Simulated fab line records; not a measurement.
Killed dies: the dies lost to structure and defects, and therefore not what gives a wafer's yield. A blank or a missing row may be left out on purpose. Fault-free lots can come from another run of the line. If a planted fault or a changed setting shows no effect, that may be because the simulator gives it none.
Matching of chambers    flow gf180mcu    4 sister chambers for GF_POLY_GATE_ETCH_13 on rie si-02
The step etches poly-Si in HBr/Cl2, stops on SiO2, target depth 198.5 nm, time 69.6 s. 8 wafers are shown with their chamber, then 7 later ones without.

EACH WAFER AND ITS CHAMBER
wafer   chamber  drypump motor current A (A)  oes product au (a.u.)
L818.3  3        5.6                          0.974
L819.3  1        5.7                          0.989
L819.5  0        4.9                          0.980
L821.3  3        5.6                          0.982
L821.4  1        5.7                          0.986
L822.1  0        4.8                          0.993
L822.3  2        5.8                          0.995
L822.6  2        5.8                          0.984

WAFERS WHOSE CHAMBER IS MISSING
wafer   drypump motor current A (A)  oes product au (a.u.)
L823.1  5.7                          0.987
L823.2  4.8                          0.998
L823.5  5.8                          0.996
L828.5  4.8                          0.989
L830.4  5.6                          0.999
L830.6  5.9                          1.008
L831.3  5.9                          1.004

EACH ONE'S CHAMBER
wafer   from the rows above      in truth
L823.1  1                        1
L823.2  0                        0
L823.5  2                        2
L828.5  0                        0
L830.4  can't be placed: 3 or 1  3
L830.6  2                        2
L831.3  2                        2
Placed correctly: 6 of 7. Not placeable from these rows: 1 (in 1, the candidates include the true chamber). Wrongly placed: 0.
How it was worked out, from the rows above alone: a wafer's distance from a chamber is the root of the sum, over the readings, of the square of ((its reading less the chamber's mean) divided by the reading's scatter). The wafer belongs to the nearest chamber; if the next one is less than 2 further off, it can't be placed. Each chamber's mean is taken over the wafers shown for it. The scatter: take each reading less its chamber's mean, square it, sum over the shown wafers, divide by the number of wafers less the number of chambers, and take the root.
